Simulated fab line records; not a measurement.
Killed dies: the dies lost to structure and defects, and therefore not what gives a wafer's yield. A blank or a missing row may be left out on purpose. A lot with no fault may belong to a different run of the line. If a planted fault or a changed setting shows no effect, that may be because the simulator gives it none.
A lot that was struck, set against a sound lot || flow sky130 || 43 out of 708 route steps
Sound: these wafers, L761.1, L761.4, L761.5. Wafers L773.1, L773.2, L773.6 were the ones struck. The cause comes at the end.
For every step that has rows: the tool of each side, followed by ch and its chambers, followed by its first start. Under that, the readings that differ: sound wafers || struck wafers || difference of the means || sigmas: that difference in standard deviations of wafers without a fault.
alike: same words and numbers on both sides, and readings whose means sit less than 2 such deviations apart. not compared: any withheld reading, any reading some wafer has no value for, any bound like >300 that may hide the same value, and any number with overlapping values for which the record gives no deviation.
A row with sigmas, a row that says differs or no value, or rows on one side alone: a step with any of these is where the two part. Numbers that have no deviation but don't overlap get no sigmas and don't part them. Lack of a reading on every wafer of one side parts them only where that side has two or more wafers.

first, 5 steps without rows for these wafers: SKY_SONOS_TUNNEL_COAT_02 (resist thk 1140 nm); SKY_SONOS_TUNNEL_SOFTBAKE_03 (time 60 s); SKY_SONOS_TUNNEL_EXPOSE_04 (exposes mask TUNM, target cd 410 nm); SKY_SONOS_TUNNEL_PEB_05; SKY_SONOS_TUNNEL_DEVELOP_06 (develop time 60 s).
SKY_SONOS_TUNNEL_CD_MEAS_07: target cd 410 nm.
  sound on cd_sem-02 at day 11 03:38; struck on cd_sem-02 at day 15 05:17
{"reading": "cd_nm (nm)", "sound": "406.2 407.9 407.7", "struck": "411.5 411.9 413.3", "difference": "+5.0", "sigmas": "+2"}
SKY_SONOS_TUNNEL_OVL_MEAS_08:
  sound on overlay-01 at day 11 03:45; struck on overlay-01 at day 15 05:24
  alike: SONOS_TUNNEL_OVL
then, 3 steps without rows for these wafers: SKY_SONOS_TUNNEL_IMPLANT_09; SKY_SONOS_TUNNEL_WET_ETCH_10 (etches SiO2 in dHF, target depth 14 nm, time 280 s); SKY_SONOS_TUNNEL_STRIP_11 (strips in SPM, time 600 s).
SKY_SONOS_TUNNEL_TW_MEAS_12:
  sound on film_metro-02 at day 11 04:12; struck on film_metro-02 at day 15 05:59
  alike: SONOS_TUNNEL_TW
then, 1 step without rows for these wafers: SKY_SONOS_TUNNEL_CLEAN_13 (cleans in dHF, time 20 s).
SKY_SONOS_ONO_OXIDATION_00: stabilise 600 s, purge 300 s, target thk 2.6 nm.
  sound on furnace-01 ch 0, day 11 05:44; struck on furnace-02 ch 0, day 15 07:04
{"reading": "zone_power_lower_pct (%)", "sound": "14.19 13.97 13.92", "struck": "13.71 13.58 13.67", "difference": -0.37, "sigmas": -2}
{"reading": "zone_power_upper_pct (%)", "sound": "13.7 13.8 13.9", "struck": "12.9 13.0 13.3", "difference": -0.7, "sigmas": -2}
  alike: zone_power_centre_pct
SKY_SONOS_ONO_THK_MEAS_01:
  sound on film_metro-03 at day 11 07:05; struck on film_metro-03 at day 15 08:25
  alike: SONOS_ONO_OXIDATION_THK
then, 1 step without rows for these wafers: SKY_SONOS_ONO_CVD_02 (deposits Si3N4 from DCS/NH3, target thk 10.5 nm, time 180 s).
SKY_SONOS_ONO_THK_MEAS_03:
  sound on film_metro-03 at day 11 09:49; struck on film_metro-04 at day 15 09:58
  alike: SONOS_ONO_CVD_02_THK
then, 1 step without rows for these wafers: SKY_SONOS_ONO_CVD_04 (deposits SiO2 from SiH4/N2O, target thk 5.7199 nm).
SKY_SONOS_ONO_THK_MEAS_05:
  sound on film_metro-04 at day 11 11:08; struck on film_metro-01 at day 15 11:16
  alike: SONOS_ONO_CVD_04_THK
then, 7 steps without rows for these wafers: SKY_SONOS_ONO_DEHYDRATE_06 (time 60 s); SKY_SONOS_ONO_HMDS_07 (prime time 60 s); SKY_SONOS_ONO_COAT_08 (resist thk 1140 nm); SKY_SONOS_ONO_SOFTBAKE_09 (time 60 s); SKY_SONOS_ONO_EXPOSE_10 (exposes mask ONOM, target cd 410 nm); SKY_SONOS_ONO_PEB_11; SKY_SONOS_ONO_DEVELOP_12 (develop time 60 s).
SKY_SONOS_ONO_CD_MEAS_13: target cd 410 nm.
  sound on cd_sem-02 at day 12 10:45; struck on cd_sem-01 at day 16 14:41
  alike: cd_nm
SKY_SONOS_ONO_OVL_MEAS_14:
  sound on overlay-02 at day 12 10:52; struck on overlay-01 at day 16 14:48
{"reading": "SONOS_ONO_OVL (nm)", "sound": "0.4 2.7 0.4", "struck": "4.6 4.4 3.6", "difference": "+3.0", "sigmas": "+2"}
SKY_SONOS_ONO_ETCH_15: etches the open film in CHF3/O2, target depth 19.52 nm, time 7.8 s.
  sound on rie_diel-01 ch 0,2,3, day 12 10:54; struck on rie_diel-02 ch 0,1,3, day 16 14:50
{"reading": "oes_product_au (a.u.)", "sound": "1.003 0.991 0.993", "struck": "0.980 0.969 0.971", "difference": -0.022, "sigmas": -2}
  alike: drypump_motor_current_A, throttle_valve_pct
  not compared: rf_hours_counter_h
then, 1 step without rows for these wafers: SKY_SONOS_ONO_WET_ETCH_16 (etches SiO2 in dHF, target depth 14 nm, time 276.5 s).
SKY_SONOS_ONO_STRIP_17: strips in O2/N2.
  sound on plasma_asher-02 ch 0, day 12 11:01; struck on plasma_asher-01 ch 0,1, day 16 15:03
  alike: drypump_motor_current_A, o2_flow_sccm, oes_product_au, strip_time_to_endpoint_s
  not compared: rf_hours_counter_h
then, 3 steps without rows for these wafers: SKY_SONOS_ONO_WET_ETCH_18 (etches Si3N4 in H3PO4, target depth 15 nm, time 172 s); SKY_GATE_OXIDE_CLEAN_00 (cleans in SC1/SC2, time 150 s); SKY_GATE_OXIDE_OXIDATION_01 (stabilise 600 s, purge 300 s, target thk 10.268 nm).
SKY_GATE_OXIDE_THK_MEAS_02:
  sound on film_metro-01 at day 12 13:17; struck on film_metro-03 at day 16 17:47
  alike: GATE_OXIDE_OXIDATION_00_THK
then, 7 steps without rows for these wafers: SKY_GATE_OXIDE_DEHYDRATE_03 (time 60 s); SKY_GATE_OXIDE_HMDS_04 (prime time 60 s); SKY_GATE_OXIDE_COAT_05 (resist thk 1140 nm); SKY_GATE_OXIDE_SOFTBAKE_06 (time 60 s); SKY_GATE_OXIDE_EXPOSE_07 (exposes mask LVOM, target cd 600 nm); SKY_GATE_OXIDE_PEB_08; SKY_GATE_OXIDE_DEVELOP_09 (develop time 60 s).
SKY_GATE_OXIDE_OVL_MEAS_10:
  sound on overlay-01 at day 13 13:50; struck on overlay-01 at day 17 22:56
  alike: GATE_OXIDE_OVL
-- here the record skips 31 days between the struck wafers' starts before and after, leaving off in module GATE_OXIDE and picking up in module PAD_OPEN (first step shown: number 708 of the route) --
SKY_PAD_OPEN_PROBE_99:
  sound on prober-01 at day 45 15:36; struck on prober-02 at day 48 14:18
{"reading": "killed_at_front_end", "sound": "21 26 15", "struck": "120 97 103", "difference": "+86", "sigmas": "+19"}
{"reading": "killed_dies", "sound": "99 98 74", "struck": "177 168 175", "difference": "+83", "sigmas": "+9"}
{"reading": "killed_on_rim", "sound": "16 21 15", "struck": "36 34 38", "difference": "+19", "sigmas": "+5"}
  alike: killed_at_M0_to_M3, killed_at_M4_up, killed_at_contacts, killed_at_other, killed_open, killed_short

WHERE THEY PART
Earliest at SKY_SONOS_TUNNEL_CD_MEAS_07; latest, in this record, at SKY_PAD_OPEN_PROBE_99.

WHY: the cause the simulator had injected
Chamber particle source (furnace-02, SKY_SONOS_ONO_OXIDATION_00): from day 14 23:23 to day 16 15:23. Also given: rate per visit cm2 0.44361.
